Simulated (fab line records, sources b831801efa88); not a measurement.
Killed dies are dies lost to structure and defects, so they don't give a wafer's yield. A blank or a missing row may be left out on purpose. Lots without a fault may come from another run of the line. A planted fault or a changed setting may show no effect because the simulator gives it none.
Which tool did it? | flow sky130 | 10 lots, 30 wafers sampled, at 6 steps of a route of 708

WHAT THE GAUGES READ, wafer by wafer
SKY_METAL2_RS_MEAS_05: measures by four-point-probe.
lot  | measured     | on            | METAL2_ALCU_RS (ohm/sq)
L152 | day 35 09:32 | film_metro-02 | 0.1244 0.1271 0.1262
L153 | day 36 11:47 | film_metro-04 | 0.1251 0.1282 0.1286
L155 | day 36 14:01 | film_metro-03 | 0.1292 0.1268 0.1279
L156 | day 37 06:01 | film_metro-03 | 0.1298 0.1272 0.1277
L164 | day 39 00:57 | film_metro-03 | 0.1275 0.1270 0.1275
L167 | day 40 03:40 | film_metro-04 | 0.1289 0.1289 0.1283
L168 | day 40 06:37 | film_metro-04 | 0.1248 0.1273 0.1267
L169 | day 40 12:08 | film_metro-04 | 0.1266 0.1268 0.1264
L171 | day 41 02:51 | film_metro-04 | 0.1267 0.1246 0.1274
L172 | day 41 04:11 | film_metro-03 | 0.1263 0.1272 0.1269

SKY_CAPM_RS_MEAS_03: measures by four-point-probe.
lot  | measured     | on            | CAPM_TIN_RS (ohm/sq)
L152 | day 37 17:15 | film_metro-01 | 7.04 6.83 7.00
L153 | day 38 18:53 | film_metro-01 | 7.02 6.95 6.93
L155 | day 38 21:50 | film_metro-03 | 9.78 9.94 9.66
L156 | day 39 12:33 | film_metro-01 | 6.94 9.72 9.64
L164 | day 41 04:41 | film_metro-03 | 6.85 6.82 6.85
L167 | day 42 06:49 | film_metro-03 | 6.96 7.05 6.91
L168 | day 42 10:40 | film_metro-04 | 6.97 6.89 6.99
L169 | day 42 15:47 | film_metro-01 | 6.95 6.89 6.93
L171 | day 43 06:13 | film_metro-03 | 6.85 6.89 6.80
L172 | day 43 07:34 | film_metro-01 | 6.92 6.81 6.79

SKY_CAPM_THK_MEAS_04: measures by xrf.
lot  | measured     | on            | CAPM_TIN_THK (nm)
L152 | day 37 17:22 | film_metro-01 | 199.9 205.3 200.3
L153 | day 38 19:00 | film_metro-01 | 198.9 202.9 202.0
L155 | day 38 21:58 | film_metro-03 | 143.5 141.4 144.8
L156 | day 39 12:40 | film_metro-01 | 201.8 146.0 147.4
L164 | day 41 04:47 | film_metro-03 | 201.2 202.3 201.2
L167 | day 42 06:56 | film_metro-03 | 198.6 196.3 199.1
L168 | day 42 10:47 | film_metro-04 | 200.2 202.6 199.9
L169 | day 42 15:55 | film_metro-01 | 202.2 204.5 203.7
L171 | day 43 06:20 | film_metro-03 | 201.2 201.1 203.3
L172 | day 43 07:40 | film_metro-01 | 202.6 206.5 206.4

WHICH TOOL RAN EACH LOT (tool, then ch and the chambers of the sampled wafers, then the start)
lot  | SKY_METAL2_SPUTTER_04        | SKY_METAL2_METAL_ETCH_19          | SKY_CAPM_SPUTTER_02
L152 | pvd_sputter-03, day 35 09:28 | rie_metal-02 ch 0,1, day 36 12:01 | pvd_sputter-02, day 37 17:07
L153 | pvd_sputter-04, day 36 11:43 | rie_metal-04 ch 0,1, day 37 14:07 | pvd_sputter-02, day 38 18:46
L155 | pvd_sputter-03, day 36 13:58 | rie_metal-01 ch 0,1, day 37 16:34 | pvd_sputter-02, day 38 21:44
L156 | pvd_sputter-04, day 37 05:56 | rie_metal-04 ch 0,1, day 38 08:31 | pvd_sputter-02, day 39 12:25
L164 | pvd_sputter-02, day 39 00:52 | rie_metal-02 ch 0, day 40 01:59   | pvd_sputter-01, day 41 04:32
L167 | pvd_sputter-03, day 40 03:37 | rie_metal-01 ch 0,1, day 41 04:04 | pvd_sputter-02, day 42 06:43
L168 | pvd_sputter-03, day 40 06:34 | rie_metal-04 ch 0,1, day 41 06:55 | pvd_sputter-02, day 42 10:34
L169 | pvd_sputter-04, day 40 12:05 | rie_metal-01 ch 0, day 41 12:46   | pvd_sputter-04, day 42 15:41
L171 | pvd_sputter-03, day 41 02:48 | rie_metal-02 ch 0,1, day 42 03:40 | pvd_sputter-01, day 43 06:06
L172 | pvd_sputter-04, day 41 04:07 | rie_metal-04 ch 0,1, day 42 04:19 | pvd_sputter-02, day 43 07:26
- SKY_METAL2_SPUTTER_04: material TiN, target thk 70 nm, time 58.3 s.
- SKY_METAL2_METAL_ETCH_19: etches the open film in Cl2/BCl3, stops on SiO2, target depth 360 nm, time 78 s.
- SKY_CAPM_SPUTTER_02: material TiN, target thk 200 nm, time 166.7 s.

WHAT THE TOOLS THEMSELVES READ (means of the sampled wafers that have a number; where no wafer has one, the mark that the record gives instead)
SKY_METAL2_SPUTTER_04.
lot  | tool           | throttle_valve_pct (%)
L152 | pvd_sputter-03 | 29.7
L153 | pvd_sputter-04 | 28.2
L155 | pvd_sputter-03 | 29.2
L156 | pvd_sputter-04 | 30.2
L164 | pvd_sputter-02 | 29.2
L167 | pvd_sputter-03 | 29.4
L168 | pvd_sputter-03 | 29.4
L169 | pvd_sputter-04 | 30.3
L171 | pvd_sputter-03 | 29.2
L172 | pvd_sputter-04 | 29.9

SKY_METAL2_METAL_ETCH_19.
lot  | tool         | drypump_motor_current_A (A) | oes_product_au (a.u.) | throttle_valve_pct (%)
L152 | rie_metal-02 | 5.5                         | 0.857                 | 22.271
L153 | rie_metal-04 | 5.5                         | 0.851                 | 22.259
L155 | rie_metal-01 | 5.2                         | 0.854                 | 22.259
L156 | rie_metal-04 | 5.5                         | 0.850                 | 22.259
L164 | rie_metal-02 | 5.0                         | 0.858                 | 22.260
L167 | rie_metal-01 | 5.3                         | 0.848                 | 22.278
L168 | rie_metal-04 | 5.5                         | 0.856                 | 22.265
L169 | rie_metal-01 | 5.2                         | 0.850                 | 22.261
L171 | rie_metal-02 | 5.5                         | 0.857                 | 22.257
L172 | rie_metal-04 | 5.9                         | 0.852                 | 22.264

SKY_CAPM_SPUTTER_02.
lot  | tool           | throttle_valve_pct (%)
L152 | pvd_sputter-02 | 29.7
L153 | pvd_sputter-02 | 29.7
L155 | pvd_sputter-02 | 29.6
L156 | pvd_sputter-02 | 28.9
L164 | pvd_sputter-01 | 31.2
L167 | pvd_sputter-02 | 29.4
L168 | pvd_sputter-02 | 29.9
L169 | pvd_sputter-04 | 30.0
L171 | pvd_sputter-01 | 30.7
L172 | pvd_sputter-02 | 29.3

THE ANSWER, worked out from the rows above alone
Rule: what is usual is taken from the lots themselves. Put in order of their means at a reading, lots are off if they are a third of the lots or fewer, leave a main group of 4 or more, and stand apart from it by a gap of 3 or more times the standard deviation of the main group's means; of several such gaps the widest counts. A main group whose means are all the same, to the digits that the tables above print for the reading, isn't used. A lot without any number at a reading at which 4 lots or more have one is off too. The other lots that the step has rows for count as sound. The gauges are gone through in route order, then the tools' own readings, and for those a lot's mean is taken as printed above. The first step at which some lot is off is used, and at that step the reading that is off furthest; a lot without a number counts as furthest.
Off: L155, L156, at SKY_CAPM_RS_MEAS_03 (CAPM_TIN_RS). The main group: mean 6.91 ohm/sq, standard deviation 0.056.
A tool fits if, at a process step before that reading, it ran every lot that is off, and no sound lot after the first of them. The gauges at SKY_CAPM_RS_MEAS_03 are tried like those tools. None of those tried fits.

WHAT THE SIMULATOR HAD PUT IN
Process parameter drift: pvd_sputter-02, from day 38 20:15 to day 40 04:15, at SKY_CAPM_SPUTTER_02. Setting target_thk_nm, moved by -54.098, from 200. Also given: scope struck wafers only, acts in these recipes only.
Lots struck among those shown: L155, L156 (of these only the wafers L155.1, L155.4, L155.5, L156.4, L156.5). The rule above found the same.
